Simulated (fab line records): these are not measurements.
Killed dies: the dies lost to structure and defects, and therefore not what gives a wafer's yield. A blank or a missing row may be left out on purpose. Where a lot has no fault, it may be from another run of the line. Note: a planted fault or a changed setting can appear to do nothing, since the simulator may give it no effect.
The tool behind it: which one? :: flow sky130 :: 33 wafers from 11 lots sampled at 6 of the route's 708 steps

## WHAT THE GAUGES SHOWED, per wafer
SKY_SONOS_TUNNEL_CD_MEAS_07: target cd 410 nm.
lot: L361
measured: day 11 10:31
on: cd-sem-02
cd-nm (nm): 412.1 410.0 410.4

lot: L362
measured: day 11 18:42
on: cd-sem-02
cd-nm (nm): 410.6 409.7 409.0

lot: L363
measured: day 12 00:45
on: cd-sem-02
cd-nm (nm): 410.4 410.0 410.2

lot: L366
measured: day 13 10:15
on: cd-sem-02
cd-nm (nm): 410.4 412.7 411.2

lot: L369
measured: day 13 21:09
on: cd-sem-02
cd-nm (nm): 410.6 411.0 410.0

lot: L371
measured: day 14 15:38
on: cd-sem-02
cd-nm (nm): 409.0 407.9 408.4

lot: L379
measured: day 17 11:51
on: cd-sem-02
cd-nm (nm): 410.5 408.5 407.0

lot: L380
measured: day 17 16:56
on: cd-sem-02
cd-nm (nm): 407.8 409.2 410.1

lot: L382
measured: day 18 10:51
on: cd-sem-01
cd-nm (nm): 409.9 410.0 410.4

lot: L383
measured: day 18 19:19
on: cd-sem-01
cd-nm (nm): 406.3 406.9 406.3

lot: L384
measured: day 18 23:08
on: cd-sem-02
cd-nm (nm): 411.9 412.5 412.5

SKY_POLY_GATE_THK_MEAS_01.
lot: L361
measured: day 14 15:27
on: film-metro-01
POLY_GATE_CVD_00_THK (nm): 184.1 184.0 184.9

lot: L362
measured: day 14 15:26
on: film-metro-03
POLY_GATE_CVD_00_THK (nm): 179.1 180.8 180.1

lot: L363
measured: day 15 01:38
on: film-metro-03
POLY_GATE_CVD_00_THK (nm): 182.5 182.9 183.9

lot: L366
measured: day 16 07:46
on: film-metro-03
POLY_GATE_CVD_00_THK (nm): 181.3 182.8 182.7

lot: L369
measured: day 16 20:00
on: film-metro-03
POLY_GATE_CVD_00_THK (nm): 164.2 145.3 134.8

lot: L371
measured: day 17 12:18
on: film-metro-02
POLY_GATE_CVD_00_THK (nm): 107.1 107.0 109.0

lot: L379
measured: day 20 12:58
on: film-metro-03
POLY_GATE_CVD_00_THK (nm): 177.2 179.2 178.0

lot: L380
measured: day 20 20:46
on: film-metro-01
POLY_GATE_CVD_00_THK (nm): 179.8 180.5 180.9

lot: L382
measured: day 21 16:43
on: film-metro-01
POLY_GATE_CVD_00_THK (nm): 179.0 180.4 178.8

lot: L383
measured: day 21 21:04
on: film-metro-03
POLY_GATE_CVD_00_THK (nm): 179.0 178.8 180.5

lot: L384
measured: day 22 00:04
on: film-metro-03
POLY_GATE_CVD_00_THK (nm): 178.2 178.0 179.0

SKY_POLY_GATE_THK_MEAS_21.
lot: L361
measured: day 17 06:05
on: film-metro-03
POLY_GATE_OXIDATION_THK (nm): 3.95 4.04 4.04

lot: L362
measured: day 17 06:05
on: film-metro-01
POLY_GATE_OXIDATION_THK (nm): 4.05 4.02 4.08

lot: L363
measured: day 17 14:50
on: film-metro-01
POLY_GATE_OXIDATION_THK (nm): 4.08 4.06 4.01

lot: L366
measured: day 18 23:10
on: film-metro-03
POLY_GATE_OXIDATION_THK (nm): 4.09 4.02 4.09

lot: L369
measured: day 19 10:54
on: film-metro-02
POLY_GATE_OXIDATION_THK (nm): 4.10 3.98 4.02

lot: L371
measured: day 20 07:22
on: film-metro-03
POLY_GATE_OXIDATION_THK (nm): 3.95 3.98 3.92

lot: L379
measured: day 23 04:59
on: film-metro-03
POLY_GATE_OXIDATION_THK (nm): 4.10 4.08 4.05

lot: L380
measured: day 23 12:50
on: film-metro-02
POLY_GATE_OXIDATION_THK (nm): 4.04 3.91 3.96

lot: L382
measured: day 24 08:28
on: film-metro-03
POLY_GATE_OXIDATION_THK (nm): 3.97 4.04 3.98

lot: L383
measured: day 24 12:18
on: film-metro-01
POLY_GATE_OXIDATION_THK (nm): 3.84 3.90 3.79

lot: L384
measured: day 24 15:32
on: film-metro-03
POLY_GATE_OXIDATION_THK (nm): 4.08 3.96 4.03

SKY_LDD_P_CD_MEAS_07: target cd 380 nm.
lot: L361
measured: day 19 19:15
on: cd-sem-01
cd-nm (nm): 377.4 376.2 376.5

lot: L362
measured: day 19 19:49
on: cd-sem-01
cd-nm (nm): 380.0 383.4 379.6

lot: L363
measured: day 20 04:40
on: cd-sem-02
cd-nm (nm): 376.8 379.1 378.7

lot: L366
measured: day 21 13:55
on: cd-sem-01
cd-nm (nm): 382.9 380.9 381.9

lot: L369
measured: day 22 01:56
on: cd-sem-02
cd-nm (nm): 379.2 380.5 380.1

lot: L371
measured: day 22 20:19
on: cd-sem-01
cd-nm (nm): 377.5 378.0 379.9

lot: L379
measured: day 25 17:13
on: cd-sem-02
cd-nm (nm): 381.3 382.0 381.8

lot: L380
measured: day 26 01:31
on: cd-sem-02
cd-nm (nm): 383.5 383.4 384.0

lot: L382
measured: day 26 20:48
on: cd-sem-01
cd-nm (nm): 377.8 379.2 379.9

lot: L383
measured: day 26 23:11
on: cd-sem-02
cd-nm (nm): 376.8 376.5 379.1

lot: L384
measured: day 27 03:39
on: cd-sem-01
cd-nm (nm): 379.7 381.6 380.8

## EACH LOT AND THE TOOL THAT RAN IT (in order: tool; ch and the chambers of the sampled wafers; start)
lot: L361
SKY_POLY_GATE_CVD_00: lpcvd-01 ch 1, day 14 13:38
SKY_POLY_GATE_ETCH_17: rie-si-01 ch 0,2, day 17 01:11

lot: L362
SKY_POLY_GATE_CVD_00: lpcvd-01 ch 0, day 14 13:38
SKY_POLY_GATE_ETCH_17: rie-si-02 ch 0,1,2, day 17 01:10

lot: L363
SKY_POLY_GATE_CVD_00: lpcvd-01 ch 0, day 15 00:25
SKY_POLY_GATE_ETCH_17: rie-si-02 ch 0,1,3, day 17 11:13

lot: L366
SKY_POLY_GATE_CVD_00: lpcvd-01 ch 0, day 16 06:34
SKY_POLY_GATE_ETCH_17: rie-si-02 ch 0,2, day 18 20:41

lot: L369
SKY_POLY_GATE_CVD_00: lpcvd-01 ch 0, day 16 18:47
SKY_POLY_GATE_ETCH_17: rie-si-02 ch 0,1,2, day 19 09:26

lot: L371
SKY_POLY_GATE_CVD_00: lpcvd-01 ch 0, day 17 10:29
SKY_POLY_GATE_ETCH_17: rie-si-02 ch 0,1,3, day 20 04:05

lot: L379
SKY_POLY_GATE_CVD_00: lpcvd-01 ch 1, day 20 11:46
SKY_POLY_GATE_ETCH_17: rie-si-01 ch 0,1,3, day 23 03:32

lot: L380
SKY_POLY_GATE_CVD_00: lpcvd-01 ch 0, day 20 19:32
SKY_POLY_GATE_ETCH_17: rie-si-02 ch 0,1,2, day 23 11:05

lot: L382
SKY_POLY_GATE_CVD_00: lpcvd-01 ch 0, day 21 14:55
SKY_POLY_GATE_ETCH_17: rie-si-02 ch 0,2,3, day 24 07:01

lot: L383
SKY_POLY_GATE_CVD_00: lpcvd-01 ch 0, day 21 19:16
SKY_POLY_GATE_ETCH_17: rie-si-01 ch 0,2, day 24 10:50

lot: L384
SKY_POLY_GATE_CVD_00: lpcvd-01 ch 1, day 21 22:52
SKY_POLY_GATE_ETCH_17: rie-si-02 ch 0,2, day 24 14:04
- SKY_POLY_GATE_CVD_00: deposits poly-Si, target thk 180 nm, time 720 s.
- SKY_POLY_GATE_ETCH_17: etches poly-Si in HBr/Cl2, stops on SiO2, target depth 180 nm, time 70.5 s.

## WHAT THE TOOLS THEMSELVES READ (means of the sampled wafers that have a number; where no wafer has one, the mark that the record gives instead)
SKY_POLY_GATE_CVD_00.
lot: L361
tool: lpcvd-01
spike-tc-centre-C (C): 618.8
spike-tc-top-C (C): 635
spike-tc-upper-C (C): 619.9
zone-power-bottom-pct (%): 13.1
zone-power-centre-pct (%): 8.33
zone-power-top-pct (%): 20.2
zone-power-upper-pct (%): 8.8

lot: L362
tool: lpcvd-01
spike-tc-centre-C (C): 619.7
spike-tc-top-C (C): 641
spike-tc-upper-C (C): 620.2
zone-power-bottom-pct (%): 12.3
zone-power-centre-pct (%): 8.68
zone-power-top-pct (%): 19.0
zone-power-upper-pct (%): 7.2

lot: L363
tool: lpcvd-01
spike-tc-centre-C (C): 620.8
spike-tc-top-C (C): 640
spike-tc-upper-C (C): 618.6
zone-power-bottom-pct (%): 12.2
zone-power-centre-pct (%): 8.64
zone-power-top-pct (%): 18.9
zone-power-upper-pct (%): 7.2

lot: L366
tool: lpcvd-01
spike-tc-centre-C (C): 619.9
spike-tc-top-C (C): 640
spike-tc-upper-C (C): 618.7
zone-power-bottom-pct (%): 12.3
zone-power-centre-pct (%): 8.74
zone-power-top-pct (%): 19.0
zone-power-upper-pct (%): 7.2

lot: L369
tool: lpcvd-01
spike-tc-centre-C (C): 628.3
spike-tc-top-C (C): 650
spike-tc-upper-C (C): 564.9
zone-power-bottom-pct (%): 12.5
zone-power-centre-pct (%): 12.83
zone-power-top-pct (%): 24.7
zone-power-upper-pct (%): 0.0

lot: L371
tool: lpcvd-01
spike-tc-centre-C (C): 627.6
spike-tc-top-C (C): 651
spike-tc-upper-C (C): 564.8
zone-power-bottom-pct (%): 12.4
zone-power-centre-pct (%): 12.80
zone-power-top-pct (%): 24.7
zone-power-upper-pct (%): 0.0

lot: L379
tool: lpcvd-01
spike-tc-centre-C (C): 619.2
spike-tc-top-C (C): 634
spike-tc-upper-C (C): 621.7
zone-power-bottom-pct (%): 13.2
zone-power-centre-pct (%): 8.35
zone-power-top-pct (%): 20.1
zone-power-upper-pct (%): 8.9

lot: L380
tool: lpcvd-01
spike-tc-centre-C (C): 620.7
spike-tc-top-C (C): 641
spike-tc-upper-C (C): 620.2
zone-power-bottom-pct (%): 12.3
zone-power-centre-pct (%): 8.68
zone-power-top-pct (%): 18.9
zone-power-upper-pct (%): 7.1

lot: L382
tool: lpcvd-01
spike-tc-centre-C (C): 619.3
spike-tc-top-C (C): 640
spike-tc-upper-C (C): 619.0
zone-power-bottom-pct (%): 12.2
zone-power-centre-pct (%): 8.64
zone-power-top-pct (%): 18.8
zone-power-upper-pct (%): 7.1

lot: L383
tool: lpcvd-01
spike-tc-centre-C (C): 620.5
spike-tc-top-C (C): 639
spike-tc-upper-C (C): 618.7
zone-power-bottom-pct (%): 12.3
zone-power-centre-pct (%): 8.62
zone-power-top-pct (%): 19.0
zone-power-upper-pct (%): 7.2

lot: L384
tool: lpcvd-01
spike-tc-centre-C (C): 618.8
spike-tc-top-C (C): 634
spike-tc-upper-C (C): 620.5
zone-power-bottom-pct (%): 13.2
zone-power-centre-pct (%): 8.41
zone-power-top-pct (%): 20.3
zone-power-upper-pct (%): 8.8

SKY_POLY_GATE_ETCH_17.
lot: L361
tool: rie-si-01
HBr_flow_sccm (sccm): 150.0
drypump-motor-current-A (A): 5.3
oes-product-au (a.u.): 0.990
throttle-valve-pct (%): 33.686

lot: L362
tool: rie-si-02
HBr_flow_sccm (sccm): 150.1
drypump-motor-current-A (A): 5.7
oes-product-au (a.u.): 0.987
throttle-valve-pct (%): 33.677

lot: L363
tool: rie-si-02
HBr_flow_sccm (sccm): 150.4
drypump-motor-current-A (A): 5.9
oes-product-au (a.u.): 0.988
throttle-valve-pct (%): 33.682

lot: L366
tool: rie-si-02
HBr_flow_sccm (sccm): 150.0
drypump-motor-current-A (A): 5.7
oes-product-au (a.u.): 0.989
throttle-valve-pct (%): 33.678

lot: L369
tool: rie-si-02
HBr_flow_sccm (sccm): 150.2
drypump-motor-current-A (A): 5.7
oes-product-au (a.u.): 0.868
throttle-valve-pct (%): 33.683

lot: L371
tool: rie-si-02
HBr_flow_sccm (sccm): 150.5
drypump-motor-current-A (A): 5.9
oes-product-au (a.u.): 0.705
throttle-valve-pct (%): 33.686

lot: L379
tool: rie-si-01
HBr_flow_sccm (sccm): 149.3
drypump-motor-current-A (A): 5.4
oes-product-au (a.u.): 0.984
throttle-valve-pct (%): 33.679

lot: L380
tool: rie-si-02
HBr_flow_sccm (sccm): 150.5
drypump-motor-current-A (A): 5.7
oes-product-au (a.u.): 0.982
throttle-valve-pct (%): 33.681

lot: L382
tool: rie-si-02
HBr_flow_sccm (sccm): 150.0
drypump-motor-current-A (A): 5.9
oes-product-au (a.u.): 0.981
throttle-valve-pct (%): 33.686

lot: L383
tool: rie-si-01
HBr_flow_sccm (sccm): 149.9
drypump-motor-current-A (A): 5.4
oes-product-au (a.u.): 0.978
throttle-valve-pct (%): 33.678

lot: L384
tool: rie-si-02
HBr_flow_sccm (sccm): 149.9
drypump-motor-current-A (A): 5.7
oes-product-au (a.u.): 0.976
throttle-valve-pct (%): 33.685

## THE ANSWER, worked out from the rows above alone
Rule: the usual values come from the lots themselves. Put in order of their means at a reading, lots are off if they are a third of the lots or fewer, leave a main group of 4 or more, and stand apart from it by a gap of 3 or more times the standard deviation of the main group's means; of several such gaps the widest counts. If all means in a main group match to the digits the tables above print for the reading, that group is not used. A lot without any number at a reading at which 4 lots or more have one is off too. The other lots that the step has rows for count as sound. First the gauges in route order, then the tools' own readings, where a lot's mean is used as printed above. The first step at which some lot is off is used, and at that step the reading that is off furthest; a lot without a number counts as furthest.
Off: L369, L371, at SKY_POLY_GATE_THK_MEAS_01 (POLY_GATE_CVD_00_THK). The main group has a mean of 180.6 nm with a standard deviation of 2.
A tool fits if, at a process step before that reading, it ran every lot that is off, and no sound lot after the first of them. The gauges at SKY_POLY_GATE_THK_MEAS_01 aren't tried: what is off there is off at SKY_POLY_GATE_CVD_00 too, on other tools, and a gauge's error can't cause that. None of those tried fits.

## WHAT THE SIMULATOR HAD PUT IN
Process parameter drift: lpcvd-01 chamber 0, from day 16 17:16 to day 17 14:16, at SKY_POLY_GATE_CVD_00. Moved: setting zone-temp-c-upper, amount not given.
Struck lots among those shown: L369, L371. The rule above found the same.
